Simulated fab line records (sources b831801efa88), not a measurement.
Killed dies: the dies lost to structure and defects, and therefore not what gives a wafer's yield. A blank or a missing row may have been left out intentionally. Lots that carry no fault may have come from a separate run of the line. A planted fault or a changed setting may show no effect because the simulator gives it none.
Which tool did it? | flow sky130 | 15 lots, 44 wafers sampled, at 3 steps of a route of 708

## WHAT THE GAUGES READ, wafer by wafer
SKY_NWELL_THK_MEAS_02.
lot  | measured    | on            | NWELL_OXIDATION_THK (nm)
L563 | day 3 00:20 | film-metro-04 | 9.58 9.75 9.49
L565 | day 3 04:45 | film-metro-02 | 9.94 10.02 10.04
L566 | day 3 10:20 | film-metro-03 | 9.97 9.89 9.85
L567 | day 3 13:17 | film-metro-04 | 9.75 9.80 9.84
L568 | day 3 17:20 | film-metro-03 | 9.79 9.75 9.70
L569 | day 3 20:27 | film-metro-03 | 9.88 9.98
L570 | day 4 03:02 | film-metro-02 | 9.62 9.41 9.75
L572 | day 4 10:14 | film-metro-03 | 9.58 9.52 9.51
L574 | day 4 21:30 | film-metro-04 | 9.99 10.11 10.07
L575 | day 5 06:25 | film-metro-04 | 9.70 9.76 9.70
L579 | day 5 22:47 | film-metro-02 | 9.66 9.77 9.65
L580 | day 6 04:05 | film-metro-04 | 9.79 9.74 9.86
L581 | day 6 14:54 | film-metro-02 | 9.84 10.04 9.78
L582 | day 6 21:48 | film-metro-02 | 9.73 9.77 9.66
L583 | day 6 23:11 | film-metro-02 | 9.88 9.79 9.90

SKY_NWELL_TW_MEAS_15.
lot  | measured    | on            | NWELL_TW
L563 | day 5 00:18 | film-metro-02 | 1835 1832 1833
L565 | day 5 07:26 | film-metro-03 | 1825 1825 1823
L566 | day 5 12:36 | film-metro-04 | 1833 1846 1840
L567 | day 5 16:21 | film-metro-03 | 1839 1828 1817
L568 | day 5 18:43 | film-metro-03 | 1818 1824 1809
L569 | day 6 01:38 | film-metro-03 | 1806 1805
L570 | day 6 08:09 | film-metro-03 | 1815 1807 1811
L572 | day 6 15:22 | film-metro-02 | 1844 1842 1843
L574 | day 7 04:43 | film-metro-04 | 1840 1826 1826
L575 | day 7 15:44 | film-metro-03 | 1808 1814 1822
L579 | day 8 11:21 | film-metro-04 | 1858 1849 1855
L580 | day 8 17:36 | film-metro-02 | 1854 1844 1849
L581 | day 9 06:05 | film-metro-04 | 1835 1845 1849
L582 | day 9 13:53 | film-metro-02 | 1848 1845 1837
L583 | day 9 15:38 | film-metro-04 | 1832 1835 1835

## WHAT TOOL EACH LOT RAN ON (gives the tool, then ch and the chambers of the sampled wafers, and finally the start)
lot  | SKY_FIELD_ISO_ETCH_17
L563 | rie-si-02 ch 1,2, day 2 06:00
L565 | rie-si-02 ch 0,1,3, day 2 17:09
L566 | rie-si-01 ch 0,1, day 2 20:37
L567 | rie-si-02 ch 1,2,3, day 3 04:21
L568 | rie-si-01 ch 1,2,3, day 3 10:21
L569 | rie-si-02 ch 1,3, day 3 13:57
L570 | rie-si-02 ch 0,2, day 3 20:43
L572 | rie-si-02 ch 1,2,3, day 4 03:33
L574 | rie-si-01 ch 0,2,3, day 4 15:06
L575 | rie-si-02 ch 0,1,3, day 4 21:03
L579 | rie-si-02 ch 1,2,3, day 5 16:00
L580 | rie-si-01 ch 0,3, day 5 22:33
L581 | rie-si-01 ch 0,1,2, day 6 05:54
L582 | rie-si-01 ch 0,1,3, day 6 10:39
L583 | rie-si-01 ch 0,2,3, day 6 13:27
- SKY_FIELD_ISO_ETCH_17: etches Si in HBr/Cl2/O2, target depth 342 nm, time 97.7 s.

## WHAT THE TOOLS THEMSELVES READ (means of the sampled wafers that have a number; where no wafer has one, the mark that the record gives instead)
SKY_FIELD_ISO_ETCH_17.
lot  | tool      | drypump-motor-current-A (A) | oes-product-au (a.u.) | run-length-s (s) | throttle-valve-pct (%)
L563 | rie-si-02 | 5.4                         | 0.994                 | 126.1            | 25.657
L565 | rie-si-02 | 5.5                         | 0.991                 | 126.1            | 25.661
L566 | rie-si-01 | 6.1                         | 1.018                 | 126.1            | 25.651
L567 | rie-si-02 | 5.8                         | 1.005                 | 126.2            | 25.646
L568 | rie-si-01 | 5.8                         | 1.006                 | 126.1            | 25.657
L569 | rie-si-02 | 5.7                         | 0.991                 | 126.5            | 25.663
L570 | rie-si-02 | 5.8                         | 0.987                 | 125.9            | 25.665
L572 | rie-si-02 | 5.8                         | 0.997                 | 126.3            | 25.658
L574 | rie-si-01 | 5.6                         | 0.999                 | 126.1            | 25.654
L575 | rie-si-02 | 5.5                         | 0.998                 | 126.4            | 25.654
L579 | rie-si-02 | 5.8                         | 1.007                 | 126.0            | 25.651
L580 | rie-si-01 | 5.7                         | 0.985                 | 126.0            | 25.667
L581 | rie-si-01 | 5.8                         | 1.003                 | 125.0            | 25.661
L582 | rie-si-01 | 6.0                         | 1.001                 | 125.3            | 25.656
L583 | rie-si-01 | 5.6                         | 0.992                 | 124.7            | 25.663

## THE ANSWER, worked out from the rows above alone
Rule: the usual values come from the lots themselves. The widest of any qualifying gaps counts: lots, ordered by their means at a reading, are off when they make up no more than a third of the lots, leave a main group of 4 or more, and stand apart from it by 3 or more times the standard deviation of that group's means. If all means in a main group match to the digits the tables above print for the reading, that group is not used. Also off: a lot with no number at a reading for which 4 or more lots have one. Where the step has rows for the other lots, those lots are counted as sound. First the gauges in route order, then the tools' own readings, where a lot's mean is used as printed above. The first step at which some lot is off is used, and at that step the reading that is off furthest; a lot without a number counts as furthest.
Off, at SKY_FIELD_ISO_ETCH_17 on run-length-s: L581, L582, L583. Mean 126.2 s and standard deviation 0.17 in the main group.
If a tool, at that step or one of the process steps before it, ran each lot that is off and ran no sound lot following the first of them, it fits. One fits: SKY_FIELD_ISO_ETCH_17 on rie-si-01. A fault onset in the window from L580 (day 5 22:33, its last sound lot) to L581 (day 6 05:54, its first lot off) fits.
On the lots that are off, the tool's own readings at SKY_FIELD_ISO_ETCH_17 differ by more than 5 times the standard deviation of the sound lots' means, which bears it out; run-length-s reads 125.0 s there versus 126.2 s on the sound lots.

## WHAT HAD BEEN PUT IN BY THE SIMULATOR
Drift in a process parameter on rie-si-01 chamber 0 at SKY_FIELD_ISO_ETCH_17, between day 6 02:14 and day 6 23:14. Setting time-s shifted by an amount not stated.
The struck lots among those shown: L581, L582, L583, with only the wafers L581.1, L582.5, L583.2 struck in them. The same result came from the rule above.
